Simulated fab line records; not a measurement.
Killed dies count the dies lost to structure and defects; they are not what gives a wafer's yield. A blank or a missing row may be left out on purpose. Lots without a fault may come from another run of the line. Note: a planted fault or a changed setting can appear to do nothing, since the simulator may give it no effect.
The tool behind it: which one? :: flow gf180mcu :: 39 wafers from 13 lots sampled at 4 of the route's 602 steps

== WHAT THE GAUGES READ, wafer by wafer ==
GF_DUAL_GATE_OVL_MEAS_11.
lot: L964
measured: day 8 05:40
on: overlay-02
DUAL_GATE_OVL (nm): 1.3 2.3 0.4

lot: L965
measured: day 8 14:04
on: overlay-01
DUAL_GATE_OVL (nm): -1.0 -0.8 2.7

lot: L966
measured: day 8 22:03
on: overlay-02
DUAL_GATE_OVL (nm): 2.3 -0.9 1.4

lot: L967
measured: day 9 02:58
on: overlay-02
DUAL_GATE_OVL (nm): 0.5 -0.8 0.6

lot: L974
measured: day 11 13:15
on: overlay-02
DUAL_GATE_OVL (nm): -0.6 0.2 0.1

lot: L976
measured: day 11 21:53
on: overlay-01
DUAL_GATE_OVL (nm): 3.5 1.9 0.1

lot: L978
measured: day 12 09:48
on: overlay-02
DUAL_GATE_OVL (nm): -1.1 1.3 -0.6

lot: L979
measured: day 12 16:43
on: overlay-01
DUAL_GATE_OVL (nm): 1.7 1.6 1.8

lot: L981
measured: day 13 07:34
on: overlay-02
DUAL_GATE_OVL (nm): 0.9 1.1 -0.1

lot: L984
measured: day 14 03:52
on: overlay-01
DUAL_GATE_OVL (nm): -0.3 -0.1 -0.8

lot: L985
measured: day 14 12:14
on: overlay-01
DUAL_GATE_OVL (nm): 1.8 2.2 3.3

lot: L986
measured: day 14 18:01
on: overlay-02
DUAL_GATE_OVL (nm): -0.5 -0.6 0.5

lot: L987
measured: day 15 06:40
on: overlay-01
DUAL_GATE_OVL (nm): 0.6 -0.7 -2.4

== WHAT TOOL EACH LOT RAN ON (gives the tool, then ch and the chambers of the sampled wafers, and finally the start) ==
lot: L964
GF_STI_ETCH_13: rie diel-03 ch 0,2,3, day 2 01:44
GF_LVPWELL_IMPLANT_09: implanter-01 ch 0, day 3 20:52
GF_MVSD_STRIP_10: plasma asher-04 ch 0,1, day 4 11:14

lot: L965
GF_STI_ETCH_13: rie diel-03 ch 0,1,2, day 2 07:08
GF_LVPWELL_IMPLANT_09: implanter-02 ch 0, day 4 02:11
GF_MVSD_STRIP_10: plasma asher-03 ch 0,1, day 4 15:41

lot: L966
GF_STI_ETCH_13: rie diel-01 ch 0,2,3, day 2 11:26
GF_LVPWELL_IMPLANT_09: implanter-02 ch 0, day 4 08:04
GF_MVSD_STRIP_10: plasma asher-04 ch 0,1, day 4 22:42

lot: L967
GF_STI_ETCH_13: rie diel-01 ch 2,3, day 2 16:35
GF_LVPWELL_IMPLANT_09: implanter-03 ch 0, day 4 12:30
GF_MVSD_STRIP_10: plasma asher-03 ch 0,1, day 5 02:56

lot: L974
GF_STI_ETCH_13: rie diel-04 ch 0,1, day 4 08:59
GF_LVPWELL_IMPLANT_09: implanter-02 ch 0, day 6 10:38
GF_MVSD_STRIP_10: plasma asher-01 ch 0, day 7 02:48

lot: L976
GF_STI_ETCH_13: rie diel-03 ch 0,3, day 4 14:11
GF_LVPWELL_IMPLANT_09: implanter-02 ch 0, day 6 17:06
GF_MVSD_STRIP_10: plasma asher-04 ch 0,1, day 7 09:26

lot: L978
GF_STI_ETCH_13: rie diel-03 ch 1,2,3, day 5 02:47
GF_LVPWELL_IMPLANT_09: implanter-03 ch 0, day 7 04:12
GF_MVSD_STRIP_10: plasma asher-01 ch 0,1, day 7 20:23

lot: L979
GF_STI_ETCH_13: rie diel-01 ch 1,2, day 5 07:14
GF_LVPWELL_IMPLANT_09: implanter-01 ch 0, day 7 09:25
GF_MVSD_STRIP_10: plasma asher-04 ch 0,1, day 8 01:57

lot: L981
GF_STI_ETCH_13: rie diel-04 ch 0,1,3, day 5 17:05
GF_LVPWELL_IMPLANT_09: implanter-03 ch 0, day 7 20:56
GF_MVSD_STRIP_10: plasma asher-03 ch 0,1, day 8 13:47

lot: L984
GF_STI_ETCH_13: rie diel-03 ch 1,3, day 6 08:56
GF_LVPWELL_IMPLANT_09: implanter-01 ch 0, day 8 13:23
GF_MVSD_STRIP_10: plasma asher-03 ch 0,1, day 9 07:00

lot: L985
GF_STI_ETCH_13: rie diel-03 ch 0,1,3, day 6 15:17
GF_LVPWELL_IMPLANT_09: implanter-01 ch 0, day 8 20:41
GF_MVSD_STRIP_10: plasma asher-04 ch 0,1, day 9 14:02

lot: L986
GF_STI_ETCH_13: rie diel-01 ch 0,1,2, day 6 18:53
GF_LVPWELL_IMPLANT_09: implanter-01 ch 0, day 9 00:26
GF_MVSD_STRIP_10: plasma asher-01 ch 0, day 9 17:30

lot: L987
GF_STI_ETCH_13: rie diel-04 ch 0,1,3, day 7 00:35
GF_LVPWELL_IMPLANT_09: implanter-01 ch 0, day 9 10:56
GF_MVSD_STRIP_10: plasma asher-04 ch 0,1, day 10 04:54
- GF_STI_ETCH_13: etches the open film in CHF3/O2, stops on Si, target depth 282.31 nm, time 112.9 s.
- GF_LVPWELL_IMPLANT_09
- GF_MVSD_STRIP_10: strips in O2/N2.

== AS READ BY THE TOOLS THEMSELVES (means over the sampled wafers that have a number; for cases with no such wafer, the mark the record gives instead) ==
GF_STI_ETCH_13.
lot: L964
tool: rie diel-03
O2_flow_sccm (sccm): 4.988
chf3 flow sccm (sccm): 49.97
drypump motor current A (A): 6.1
oes product au (a.u.): 0.839
throttle valve pct (%): 8.816

lot: L965
tool: rie diel-03
O2_flow_sccm (sccm): 5.009
chf3 flow sccm (sccm): 49.97
drypump motor current A (A): 5.8
oes product au (a.u.): 0.835
throttle valve pct (%): 8.805

lot: L966
tool: rie diel-01
O2_flow_sccm (sccm): 4.992
chf3 flow sccm (sccm): 50.22
drypump motor current A (A): 5.8
oes product au (a.u.): 0.837
throttle valve pct (%): 8.817

lot: L967
tool: rie diel-01
O2_flow_sccm (sccm): 5.005
chf3 flow sccm (sccm): 49.82
drypump motor current A (A): 6.2
oes product au (a.u.): 0.827
throttle valve pct (%): 8.803

lot: L974
tool: rie diel-04
O2_flow_sccm (sccm): 5.016
chf3 flow sccm (sccm): 49.97
drypump motor current A (A): 5.5
oes product au (a.u.): 0.835
throttle valve pct (%): 8.813

lot: L976
tool: rie diel-03
O2_flow_sccm (sccm): 4.988
chf3 flow sccm (sccm): 50.12
drypump motor current A (A): 6.4
oes product au (a.u.): 0.832
throttle valve pct (%): 8.814

lot: L978
tool: rie diel-03
O2_flow_sccm (sccm): 4.990
chf3 flow sccm (sccm): 50.02
drypump motor current A (A): 6.1
oes product au (a.u.): 0.839
throttle valve pct (%): 8.807

lot: L979
tool: rie diel-01
O2_flow_sccm (sccm): 4.996
chf3 flow sccm (sccm): 50.03
drypump motor current A (A): 5.6
oes product au (a.u.): 0.836
throttle valve pct (%): 8.806

lot: L981
tool: rie diel-04
O2_flow_sccm (sccm): 5.001
chf3 flow sccm (sccm): 49.90
drypump motor current A (A): 5.7
oes product au (a.u.): 0.838
throttle valve pct (%): 8.819

lot: L984
tool: rie diel-03
O2_flow_sccm (sccm): 4.988
chf3 flow sccm (sccm): 50.01
drypump motor current A (A): 6.2
oes product au (a.u.): 0.834
throttle valve pct (%): 8.809

lot: L985
tool: rie diel-03
O2_flow_sccm (sccm): 5.009
chf3 flow sccm (sccm): 49.96
drypump motor current A (A): 6.2
oes product au (a.u.): 0.832
throttle valve pct (%): 8.806

lot: L986
tool: rie diel-01
O2_flow_sccm (sccm): 4.997
chf3 flow sccm (sccm): 50.03
drypump motor current A (A): 5.6
oes product au (a.u.): 0.838
throttle valve pct (%): 8.811

lot: L987
tool: rie diel-04
O2_flow_sccm (sccm): 4.995
chf3 flow sccm (sccm): 49.85
drypump motor current A (A): 5.7
oes product au (a.u.): 0.830
throttle valve pct (%): 8.812

GF_LVPWELL_IMPLANT_09.
lot: L964
tool: implanter-01
beam energy keV: 59.972

lot: L965
tool: implanter-02
beam energy keV: 60.015

lot: L966
tool: implanter-02
beam energy keV: 60.004

lot: L967
tool: implanter-03
beam energy keV: 59.992

lot: L974
tool: implanter-02
beam energy keV: 56.100

lot: L976
tool: implanter-02
beam energy keV: 56.098

lot: L978
tool: implanter-03
beam energy keV: 59.954

lot: L979
tool: implanter-01
beam energy keV: 60.020

lot: L981
tool: implanter-03
beam energy keV: 60.000

lot: L984
tool: implanter-01
beam energy keV: 60.007

lot: L985
tool: implanter-01
beam energy keV: 60.009

lot: L986
tool: implanter-01
beam energy keV: 59.999

lot: L987
tool: implanter-01
beam energy keV: 60.023

GF_MVSD_STRIP_10.
lot: L964
tool: plasma asher-04
drypump motor current A (A): 5.6
heater power w (W): 352
oes product au (a.u.): 0.721
strip time to endpoint s (s): 37.04

lot: L965
tool: plasma asher-03
drypump motor current A (A): 6.2
heater power w (W): 341
oes product au (a.u.): 0.725
strip time to endpoint s (s): 36.89

lot: L966
tool: plasma asher-04
drypump motor current A (A): 6.0
heater power w (W): 352
oes product au (a.u.): 0.722
strip time to endpoint s (s): 37.01

lot: L967
tool: plasma asher-03
drypump motor current A (A): 5.7
heater power w (W): 332
oes product au (a.u.): 0.719
strip time to endpoint s (s): 37.01

lot: L974
tool: plasma asher-01
drypump motor current A (A): 5.4
heater power w (W): 279
oes product au (a.u.): 0.725
strip time to endpoint s (s): 36.94

lot: L976
tool: plasma asher-04
drypump motor current A (A): 5.6
heater power w (W): 354
oes product au (a.u.): 0.721
strip time to endpoint s (s): 36.85

lot: L978
tool: plasma asher-01
drypump motor current A (A): 5.8
heater power w (W): 277
oes product au (a.u.): 0.721
strip time to endpoint s (s): 37.07

lot: L979
tool: plasma asher-04
drypump motor current A (A): 5.7
heater power w (W): 353
oes product au (a.u.): 0.722
strip time to endpoint s (s): 37.03

lot: L981
tool: plasma asher-03
drypump motor current A (A): 6.2
heater power w (W): 344
oes product au (a.u.): 0.722
strip time to endpoint s (s): 37.06

lot: L984
tool: plasma asher-03
drypump motor current A (A): 5.7
heater power w (W): 332
oes product au (a.u.): 0.717
strip time to endpoint s (s): 37.08

lot: L985
tool: plasma asher-04
drypump motor current A (A): 5.6
heater power w (W): 354
oes product au (a.u.): 0.718
strip time to endpoint s (s): 36.93

lot: L986
tool: plasma asher-01
drypump motor current A (A): 5.4
heater power w (W): 282
oes product au (a.u.): 0.721
strip time to endpoint s (s): 36.95

lot: L987
tool: plasma asher-04
drypump motor current A (A): 6.0
heater power w (W): 348
oes product au (a.u.): 0.722
strip time to endpoint s (s): 37.23

== THE ANSWER, worked out from the rows above alone ==
Rule: usual is defined by the lots themselves. Put in order of their means at a reading, lots are off if they are a third of the lots or fewer, leave a main group of 4 or more, and stand apart from it by a gap of 3 or more times the standard deviation of the main group's means; of several such gaps the widest counts. The tables above print the reading to a certain number of digits; a main group whose means all agree to those digits is not used. A lot without any number at a reading at which 4 lots or more have one is off too. The other lots that the step has rows for count as sound. After the gauges, taken in route order, come the tools' own readings; for these a lot's mean is taken, as printed above. The first step at which some lot is off is used, and at that step the reading that is off furthest; a lot without a number counts as furthest.
Off: L974, L976, at GF_LVPWELL_IMPLANT_09 (beam energy keV). The main group has a mean of 60.000 with a standard deviation of 0.02.
A tool fits if, at that step or a process step before it, it ran every lot that is off, and no sound lot after the first of them. One candidate fits, namely implanter-02 at GF_LVPWELL_IMPLANT_09. Its last sound lot is L966 (day 4 08:04), its first lot that is off L974 (day 6 10:38): a fault that began between those two fits.
On the lots that are off, the tool's own readings at GF_LVPWELL_IMPLANT_09 differ by more than 5 times the standard deviation of the sound lots' means, which bears it out; beam energy keV reads 56.099 there versus 60.000 on the sound lots.

== WHAT THE SIMULATOR HAD PUT IN ==
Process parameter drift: implanter-02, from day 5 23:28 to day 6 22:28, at GF_LVPWELL_IMPLANT_09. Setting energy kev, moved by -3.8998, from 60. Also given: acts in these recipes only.
Lots struck among those shown: L974, L976. This agrees with what the rule above found.
